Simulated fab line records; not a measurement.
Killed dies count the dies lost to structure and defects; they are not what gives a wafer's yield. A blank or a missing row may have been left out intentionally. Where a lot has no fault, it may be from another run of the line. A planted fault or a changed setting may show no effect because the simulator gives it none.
Code-filled problem report in 8D (eight disciplines) form	flow sky130	the parts of the form that need people (team, actions taken, sign-off) are left out

1. PROBLEM STATEMENT
At SKY_FIELD_ISO_ETCH_17, run-length-s averages 91.3 s over 4 wafers from 3 lots, while fault-free wafers read 126.0 s, standard deviation 0.46. Measured from the usual mean, that is -75 standard deviations.
The step: etches Si in HBr/Cl2/O2, target depth 342 nm, time 97.7 s.
The first sign was on wafer L622.1 at day 5 10:55, on rie-si-02. Wafers with a number at this step in the record: 19, from 7 lots. The rule behind "out" and "out of limits": a value lying over 4 standard deviations away from the usual mean. All remaining wafers that have a number are taken as sound.

2. WHAT IT IS, WHAT IT ISN'T
question	is	is not
which readings at this step	run-length-s	O2_flow_sccm, drypump-motor-current-A, mfc-cl2-sccm, oes-product-au
which lots	L622, L623, L625	L607, L611, L621, L624
which wafers of those lots	L622.1, L623.1, L623.3, L625.3	L622.2, L623.6, L625.2
read on which tools	rie-si-02	rie-si-01
when	from day 5 10:55	up to then (10 sound wafers); but 5 sound wafers of L623, L624, L625 came after

3. THE SUSPECTS, EACH WITH WHAT RULES IT OUT
Counting: a tool at a process step up to the reading stays a suspect if it ran every lot that is out. Sound lots after the first of them don't rule it out here, since some wafers of a struck lot are sound.
- rie-diel-03 at SKY_FIELD_ISO_ETCH_14 (etches BARC in N2/H2, stops on SiO2, time 45.9 s, target depth 60 nm): kept. It ran every lot that is out, first L622 (day 5 10:43).
- rie-diel-03 at SKY_FIELD_ISO_ETCH_15 (etches the open film in CHF3/O2, stops on Si, target depth 180 nm, time 72 s): kept. It ran every lot that is out, first L622 (day 5 10:46).
- plasma-asher-04 at SKY_FIELD_ISO_STRIP_16 (strips in O2/N2): kept. It ran every lot that is out, first L622 (day 5 10:49); its last sound lot up to then is L611 (day 3 07:22).
- rie-si-02 at SKY_FIELD_ISO_ETCH_17 (etches Si in HBr/Cl2/O2, target depth 342 nm, time 97.7 s): kept. It ran every lot that is out, first L622 (day 5 10:55); its last sound lot up to then is L611 (day 3 07:28). Out on those wafers are its own readings of run-length-s.
Left after counting: rie-diel-03 at SKY_FIELD_ISO_ETCH_14, rie-diel-03 at SKY_FIELD_ISO_ETCH_15, plasma-asher-04 at SKY_FIELD_ISO_STRIP_16, rie-si-02 at SKY_FIELD_ISO_ETCH_17.

4. THE CAUSE (what the simulator had put in)
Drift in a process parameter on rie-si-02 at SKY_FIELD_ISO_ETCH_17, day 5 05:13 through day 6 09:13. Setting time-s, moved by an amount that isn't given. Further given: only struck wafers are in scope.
Counting left 4 suspects, and this tool is among them.

5. THE CHAIN OF EFFECTS, in route order
One row per reading whose mean, taken over the struck wafers that have a number, lies over 3 standard deviations from the usual. Only readings whose record carries a usual standard deviation are examined. hours: median over the lots of the time between each lot's start at the first step of this table that gives one and its start at this step. sigmas: the change, counted in usual standard deviations.
hours	step	reading	usual	on struck wafers	change	sigmas
0	SKY_FIELD_ISO_ETCH_17	run-length-s	126.0 s	91.3	-34.7	-75
Here are the process steps it includes:
- SKY_FIELD_ISO_ETCH_17: etches Si in HBr/Cl2/O2, target depth 342 nm, time 97.7 s.
Later measuring or inspecting steps at which every struck wafer that the step has a row for has a number for every such reading, and none has moved that far: SKY_FIELD_ISO_THK_MEAS_23, SKY_FIELD_ISO_THK_MEAS_25.

6. HOW IT WOULD HAVE BEEN CAUGHT EARLIER
6 hours passed between the start of the fault at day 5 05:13 and the first reading out of limits in this record, taken at day 5 10:55.
